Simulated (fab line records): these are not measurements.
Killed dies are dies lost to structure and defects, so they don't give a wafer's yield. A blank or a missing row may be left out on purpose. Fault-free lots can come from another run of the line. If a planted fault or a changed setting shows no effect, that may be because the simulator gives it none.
Chamber matching / flow sky130 / 4 sister chambers for SKY_CONTACT_ETCH_17 on rie diel-03
The step etches SiO2 in C4F8/O2/Ar, stops on Si3N4, target depth 340 nm. 14 wafers are shown with their chamber, then 7 later ones without.

== WAFERS, EACH WITH ITS CHAMBER ==
wafer=L075.1; chamber=3; oes product au (a.u.)=0.893; bias w (W)=1204
wafer=L075.3; chamber=2; oes product au (a.u.)=0.901; bias w (W)=1204
wafer=L075.6; chamber=0; oes product au (a.u.)=0.895; bias w (W)=1203
wafer=L076.1; chamber=0; oes product au (a.u.)=0.894; bias w (W)=1202
wafer=L076.2; chamber=2; oes product au (a.u.)=0.890; bias w (W)=1205
wafer=L076.4; chamber=1; oes product au (a.u.)=0.897; bias w (W)=1202
wafer=L077.2; chamber=3; oes product au (a.u.)=0.901; bias w (W)=1201
wafer=L077.3; chamber=1; oes product au (a.u.)=0.895; bias w (W)=1195
wafer=L077.6; chamber=0; oes product au (a.u.)=0.898; bias w (W)=1202
wafer=L081.1; chamber=1; oes product au (a.u.)=0.894; bias w (W)=1198
wafer=L081.2; chamber=2; oes product au (a.u.)=0.888; bias w (W)=1199
wafer=L081.3; chamber=3; oes product au (a.u.)=0.892; bias w (W)=1201
wafer=L088.1; chamber=1; oes product au (a.u.)=0.894; bias w (W)=1208
wafer=L088.3; chamber=3; oes product au (a.u.)=0.895; bias w (W)=1198

SIGNATURES (means of the wafers above)
reading=oes product au; chamber 0=0.89567; chamber 1=0.89500; chamber 2=0.89300; chamber 3=0.89525; scatter within a chamber=0.00402
reading=bias w; chamber 0=1202.33; chamber 1=1200.75; chamber 2=1202.67; chamber 3=1201.00; scatter within a chamber=3.66
Rule: a wafer lies at a distance from a chamber equal to the root of the sum of squares, over the readings, of (its reading less the chamber's mean, divided by the reading's scatter). If the next closest chamber is less than 2 further off than the closest, the wafer can't be placed; otherwise it belongs to the closest. The scatter is the square root of a quotient: the sum, over the shown wafers, of each reading's squared deviation from its chamber's mean, divided by wafers minus chambers.

== WAFERS WITHOUT THEIR CHAMBER ==
wafer=L088.6; oes product au (a.u.)=0.897; bias w (W)=1206
wafer=L090.2; oes product au (a.u.)=0.892; bias w (W)=1200
wafer=L090.4; oes product au (a.u.)=0.894; bias w (W)=1203
wafer=L090.6; oes product au (a.u.)=0.892; bias w (W)=1203
wafer=L096.4; oes product au (a.u.)=0.893; bias w (W)=1202
wafer=L096.5; oes product au (a.u.)=0.888; bias w (W)=1200
wafer=L096.6; oes product au (a.u.)=0.891; bias w (W)=1201

== EACH ONE'S CHAMBER ==
wafer=L088.6; from the rows above=can't be placed: 0 or 2 or 3 or 1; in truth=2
wafer=L090.2; from the rows above=can't be placed: 2 or 1 or 3 or 0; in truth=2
wafer=L090.4; from the rows above=can't be placed: 2 or 0 or 3 or 1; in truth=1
wafer=L090.6; from the rows above=can't be placed: 2 or 0 or 1 or 3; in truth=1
wafer=L096.4; from the rows above=can't be placed: 2 or 1 or 3 or 0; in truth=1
wafer=L096.5; from the rows above=can't be placed: 2 or 1 or 3 or 0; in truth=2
wafer=L096.6; from the rows above=can't be placed: 2 or 1 or 3 or 0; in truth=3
Placed correctly: 0 of 7. Cannot be placed on the basis of these rows: 7; the candidates contain the true chamber in 7. Placed wrongly: 0.
